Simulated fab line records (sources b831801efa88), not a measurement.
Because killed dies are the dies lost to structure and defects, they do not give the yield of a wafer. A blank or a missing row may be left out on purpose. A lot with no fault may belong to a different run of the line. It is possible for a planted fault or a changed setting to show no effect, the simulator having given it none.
Which tool was responsible? | flow sky130 | Sampling: 24 lots, 72 wafers, 3 of 708 route steps

WHAT THE GAUGES SHOWED, per wafer
SKY_VIA2_BOW_MEAS_03.
lot  | measured     | on            | VIA2_BOW (um)
L074 | day 34 23:26 | film metro-04 | 89 91 97
L075 | day 35 05:46 | film metro-02 | 81 88 91
L076 | day 35 22:01 | film metro-03 | 93 94 91
L077 | day 36 04:09 | film metro-03 | 79 80 82
L078 | day 36 13:35 | film metro-04 | 88 74 80
L079 | day 36 14:01 | film metro-02 | 86 78 73
L080 | day 37 08:47 | film metro-04 | 96 84 98
L081 | day 37 17:10 | film metro-03 | 96 90 73
L082 | day 37 19:41 | film metro-04 | 84 89 88
L083 | day 38 03:05 | film metro-03 | 90 98 79
L084 | day 38 05:57 | film metro-02 | 83 91 101
L085 | day 38 16:39 | film metro-04 | 84 91 86
L086 | day 38 21:17 | film metro-03 | 89 89 88
L087 | day 39 05:00 | film metro-03 | 88 96 90
L088 | day 39 09:04 | film metro-04 | 74 91 82
L089 | day 39 15:11 | film metro-02 | 86 88 87
L090 | day 40 02:34 | film metro-03 | 67 87 70
L091 | day 40 04:02 | film metro-04 | 84 84 83
L092 | day 40 14:05 | film metro-03 | 85 89 90
L093 | day 40 19:59 | film metro-02 | 80 80 84
L094 | day 41 04:30 | film metro-02 | 75 85 72
L095 | day 41 10:10 | film metro-02 | 97 94 97
L096 | day 41 17:21 | film metro-04 | 79 79 77
L097 | day 41 19:11 | film metro-03 | 86 98 88

SKY_VIA2_RS_MEAS_22: the measuring method here is four-point-probe.
lot  | measured     | on            | VIA2_W_RS (ohm/sq)
L074 | day 36 02:26 | film metro-02 | 0.2682 0.2690 0.2682
L075 | day 36 08:15 | film metro-02 | 0.2690 0.2685 0.2728
L076 | day 37 00:53 | film metro-03 | 0.2725 0.2773 0.2724
L077 | day 37 07:59 | film metro-02 | 0.2704 0.2713 0.2717
L078 | day 37 16:10 | film metro-02 | 0.2691 0.2687 0.2696
L079 | day 37 16:53 | film metro-02 | 0.2679 0.2695 0.2722
L080 | day 38 10:47 | film metro-03 | 0.2720 0.2711 0.2729
L081 | day 38 19:26 | film metro-02 | 0.2681 0.2678 0.2656
L082 | day 38 21:50 | film metro-02 | 0.2727 0.2685 0.2722
L083 | day 39 05:33 | film metro-03 | 0.2709 0.2701 0.2720
L084 | day 39 07:37 | film metro-02 | 0.2694 0.2718 0.2725
L085 | day 39 18:28 | film metro-04 | 0.2717 0.2692 0.2666
L086 | day 39 23:06 | film metro-04 | 0.2706 0.2710 0.2718
L087 | day 40 06:32 | film metro-04 | 0.2678 0.2725 0.2690
L088 | day 40 10:49 | film metro-03 | 0.2687 0.2722 0.2671
L089 | day 40 17:57 | film metro-02 | 0.2717 0.2720 0.2723
L090 | day 41 04:04 | film metro-02 | 0.2664 0.2690 0.2723
L091 | day 41 05:31 | film metro-03 | 0.2744 0.2724 0.2707
L092 | day 41 15:41 | film metro-03 | 0.2730 0.2749 0.2728
L093 | day 41 21:50 | film metro-03 | 0.2721 0.2747 0.2729
L094 | day 42 05:52 | film metro-03 | 0.2743 0.2745 0.2730
L095 | day 42 11:00 | film metro-04 | 0.2696 0.2743 0.2704
L096 | day 42 18:10 | film metro-03 | 0.2744 0.2728 0.2771
L097 | day 42 20:12 | film metro-04 | 0.2744 0.2724 0.2738

SKY_VIA2_THK_MEAS_23: measures by xrf.
lot  | measured     | on            | VIA2_W_THK (nm)
L074 | day 36 02:34 | film metro-02 | 429 429 430
L075 | day 36 08:22 | film metro-02 | 428 429 422
L076 | day 37 00:59 | film metro-03 | 429 425 435
L077 | day 37 08:07 | film metro-02 | 423 420 419
L078 | day 37 16:17 | film metro-02 | 425 426 424
L079 | day 37 17:00 | film metro-02 | 424 423 417
L080 | day 38 10:53 | film metro-03 | 422 423 423
L081 | day 38 19:33 | film metro-02 | 432 429 432
L082 | day 38 21:56 | film metro-02 | 421 427 424
L083 | day 39 05:40 | film metro-03 | 433 432 433
L084 | day 39 07:44 | film metro-02 | 422 419 417
L085 | day 39 18:34 | film metro-04 | 437 440 442
L086 | day 39 23:13 | film metro-04 | 436 438 435
L087 | day 40 06:40 | film metro-04 | 449 436 442
L088 | day 40 10:55 | film metro-03 | 432 425 431
L089 | day 40 18:04 | film metro-02 | 419 420 415
L090 | day 41 04:11 | film metro-02 | 436 433 424
L091 | day 41 05:38 | film metro-03 | 418 427 431
L092 | day 41 15:48 | film metro-03 | 425 422 425
L093 | day 41 21:56 | film metro-03 | 427 423 426
L094 | day 42 05:59 | film metro-03 | 426 422 425
L095 | day 42 11:07 | film metro-04 | 443 434 438
L096 | day 42 18:17 | film metro-03 | 425 428 419
L097 | day 42 20:19 | film metro-04 | 432 436 432

WHAT TOOL EACH LOT RAN ON (gives the tool, then ch and the chambers of the sampled wafers, and finally the start)
Record: no process step prior to these readings.

AS READ BY THE TOOLS THEMSELVES (means over the sampled wafers that have a number; for cases with no such wafer, the mark the record gives instead)
The record holds no such reading with a usual standard deviation.

THE ANSWER, worked out from the rows above alone
Rule: the lots themselves supply what counts as usual. Put in order of their means at a reading, lots are off if they are a third of the lots or fewer, leave a main group of 4 or more, and stand apart from it by a gap of 3 or more times the standard deviation of the main group's means; of several such gaps the widest counts. The tables above print the reading to a certain number of digits; a main group whose means all agree to those digits is not used. A lot without any number at a reading at which 4 lots or more have one is off too. Any other lot the step has rows for is counted as sound. Order of review: gauges by route order, followed by the tools' own readings, for which a lot's mean as printed above is used. The first step at which some lot is off is used, and at that step the reading that is off furthest; a lot without a number counts as furthest.
No lot is off at any reading shown: from this, nothing can be told.

WHAT WAS PUT IN BY THE SIMULATOR
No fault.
